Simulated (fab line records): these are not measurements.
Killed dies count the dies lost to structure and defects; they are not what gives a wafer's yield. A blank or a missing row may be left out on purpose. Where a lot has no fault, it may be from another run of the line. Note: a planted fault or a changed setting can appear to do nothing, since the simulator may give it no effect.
A lot that was struck, set against a sound lot    flow gf180mcu    22 out of 602 route steps
Sound: wafers L466.1, L466.3, L466.4. Struck: wafers L468.3, L468.5, L468.6. The cause is given at the end.
Each step with rows lists, per side, the tool, then ch with its chambers, then its first start. Under that, the readings that differ: sound wafers    struck wafers    difference of the means    sigmas: that difference in standard deviations of wafers without a fault.
alike: a reading whose means differ by less than 2 such deviations, as well as words and numbers matching on both sides. not compared: withheld readings; readings where some wafer has no value; bounds like >300 that might hide an equal value; numbers whose values overlap and for which the record gives no deviation.
Wherever a step has rows on one side only, a row that says differs or no value, or a row with sigmas, the two part there. When numbers do not overlap yet have no deviation, they are printed without sigmas and do not part them. Lack of a reading on every wafer of one side parts them only where that side has two or more wafers.

first, 3 steps without rows for these wafers: GF_M1_STRIP_18 (strips in post etch residue remover, time 1200 s); GF_M1_CLEAN_19 (cleans in DIW); GF_V1_CVD_00 (deposits SiO2, target thk 600 nm, time 100 s).
GF_V1_THK_MEAS_01:
  sound on filmMetro-01, day 21 05:10; struck on filmMetro-03, day 21 21:56
  alike: V1_CVD_00_THK
GF_V1_CVD_02: deposits SiO2 from TEOS, target thk 850 nm, time 94.851 s.
  sound on pecvd-04 ch 0,2, day 21 05:13; struck on pecvd-03 ch 0,1, day 21 21:59
  alike: heaterPowerW
GF_V1_THK_MEAS_03:
  sound on filmMetro-02, day 21 05:17; struck on filmMetro-03, day 21 22:04
  alike: V1_CVD_02_THK
GF_V1_CMP_04: polishes SiO2.
  sound on cmp-02 ch 0,2,3, day 21 05:21; struck on cmp-01 ch 0,2,3, day 21 22:26
  alike: motorCurrentA, timeToEndpointS
GF_V1_BOW_MEAS_05:
  sound on filmMetro-02, day 21 05:39; struck on filmMetro-01, day 21 22:41
  alike: V1_BOW
then, 4 steps without rows for these wafers: GF_V1_DEHYDRATE_06 (time 60 s); GF_V1_HMDS_07 (prime time 60 s); GF_V1_COAT_08; GF_V1_COAT_09 (resist thk 1000 nm).
GF_V1_SOFTBAKE_10: time 60 s.
  sound on lithoTrack-03 ch 0, day 21 17:00; struck on lithoTrack-03 ch 0, day 22 10:00
reading                sound                 struck                difference  sigmas
heaterPowerTotalW (W)  93.05 93.11 93.06     81.24 81.21 81.17     -11.87      -99 or more
plateTempC (C)         130.01 130.03 130.11  116.91 117.14 117.00  -13.03      -99 or more
then, 2 steps without rows for these wafers: GF_V1_EXPOSE_11 (exposes mask Via1, target cd 260 nm); GF_V1_PEB_12 (peb time 90 s).
GF_V1_DEVELOP_13: develop time 60 s.
  sound on lithoTrack-03 ch 0, day 22 05:20; struck on lithoTrack-01 ch 0, day 22 22:12
reading                             sound              struck          difference  sigmas
model.KrF_of_V1_COAT_09.thkNm (nm)  985.2 988.1 988.8  1004 1005 1005  +17         
GF_V1_CD_MEAS_14 targets a cd of 260 nm.
  sound on cdSem-02, day 22 05:29; struck on cdSem-02, day 22 22:20
reading    sound              struck             difference  sigmas
cdNm (nm)  258.4 259.6 258.4  234.9 233.8 234.1  -24.5       -22
GF_V1_OVL_MEAS_15:
  sound on overlay-01, day 22 05:37; struck on overlay-01, day 22 22:26
  alike: V1_OVL
GF_V1_ETCH_16: etches BARC in N2/H2.
  sound on rieDiel-01 ch 0,2,3, day 22 05:38; struck on rieDiel-02 ch 0,1,3, day 22 22:28
reading             sound              struck             difference  sigmas
model.V1.cdNm (nm)  257.9 259.7 258.3  234.7 233.8 234.1  -24.4       
  alike: drypumpMotorCurrentA, h2FlowSccm, oesProductAu, throttleValvePct
GF_V1_ETCH_17: etches SiO2 in C4F8/O2/Ar, stops on TiN, target depth 630 nm.
  sound on rieDiel-01 ch 0,2,3; struck on rieDiel-02 ch 0,1,3
reading             sound              struck             difference  sigmas
model.V1.cdNm (nm)  257.6 259.7 258.3  234.4 232.3 234.2  -24.9       
  alike: oesProductAu
GF_V1_STRIP_18: strips in O2/N2.
  sound on plasmaAsher-02 ch 0,1, day 22 05:46; struck on plasmaAsher-02 ch 0,1, day 22 22:37
reading              sound              struck             difference  sigmas
oesProductAu (a.u.)  0.592 0.591 0.591  0.598 0.606 0.603  +0.011      +3
  alike: drypumpMotorCurrentA, heaterPowerW
  not compared: rfHoursCounterH
-- the record jumps here: 10 days lie between the struck wafers' starts before and after (it left off in module V1 and takes up again in module PASSIVATION, whose first step shown is number 602 of the route) --
GF_PASSIVATION_PROBE_99:
  sound on prober-02, day 32 05:47; struck on prober-02, day 32 16:48
reading                      sound             struck             difference  sigmas
model.etest.via1Chain.rcOhm  6.447 6.46 6.456  7.974 7.894 7.713  +1.406      

== WHERE THEY PART ==
Last at GF_V1_STRIP_18 as far as this record goes, first at GF_V1_SOFTBAKE_10.

WHY: the cause the simulator had injected
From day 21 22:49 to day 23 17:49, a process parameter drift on lithoTrack-03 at GF_V1_SOFTBAKE_10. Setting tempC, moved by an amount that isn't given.
